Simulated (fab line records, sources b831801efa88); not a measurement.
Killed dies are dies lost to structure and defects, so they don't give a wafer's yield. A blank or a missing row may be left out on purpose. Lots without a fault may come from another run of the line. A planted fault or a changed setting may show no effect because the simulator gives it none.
Which tool did it? | flow gf180mcu | 6 lots, 18 wafers sampled, at 2 steps of a route of 602

WHAT THE GAUGES READ, wafer by wafer
GF_HV_LDD_TW_MEAS_11.
lot  | measured     | on            | HV_LDD_TW
L156 | day 10 17:55 | film_metro-01 | 2392 2389 2380
L158 | day 11 06:53 | film_metro-03 | 2416 2417 2407
L160 | day 11 22:31 | film_metro-01 | 2315 2295 2292
L170 | day 15 00:09 | film_metro-02 | 2401 2407 2393
L173 | day 15 19:02 | film_metro-02 | 2414 2416 2404
L176 | day 16 22:49 | film_metro-03 | 2400 2404 2406

WHICH TOOL RAN EACH LOT (tool, then ch and the chambers of the sampled wafers, then the start)
lot  | GF_HV_LDD_IMPLANT_09
L156 | implanter-02 ch 0, day 10 17:41
L158 | implanter-01 ch 0, day 11 06:40
L160 | implanter-01 ch 0, day 11 22:17
L170 | implanter-04 ch 0, day 14 23:54
L173 | implanter-04 ch 0, day 15 18:49
L176 | implanter-02 ch 0, day 16 22:34
- GF_HV_LDD_IMPLANT_09

THE ANSWER, worked out from the rows above alone
Rule: what is usual is taken from the lots themselves. Put in order of their means at a reading, lots are off if they are a third of the lots or fewer, leave a main group of 4 or more, and stand apart from it by a gap of 3 or more times the standard deviation of the main group's means; of several such gaps the widest counts. A main group whose means are all the same, to the digits that the tables above print for the reading, isn't used. A lot without any number at a reading at which 4 lots or more have one is off too. The other lots that the step has rows for count as sound.
Off: L160, at GF_HV_LDD_TW_MEAS_11 (HV_LDD_TW). The main group: mean 2403, standard deviation 9.4.
A tool fits if, at a process step before that reading, it ran every lot that is off, and no sound lot after the first of them. The gauges at GF_HV_LDD_TW_MEAS_11 are tried like those tools. Can't be told from this: 2 tools fit, implanter-01 at GF_HV_LDD_IMPLANT_09, film_metro-01 at GF_HV_LDD_TW_MEAS_11.

WHAT THE SIMULATOR HAD PUT IN
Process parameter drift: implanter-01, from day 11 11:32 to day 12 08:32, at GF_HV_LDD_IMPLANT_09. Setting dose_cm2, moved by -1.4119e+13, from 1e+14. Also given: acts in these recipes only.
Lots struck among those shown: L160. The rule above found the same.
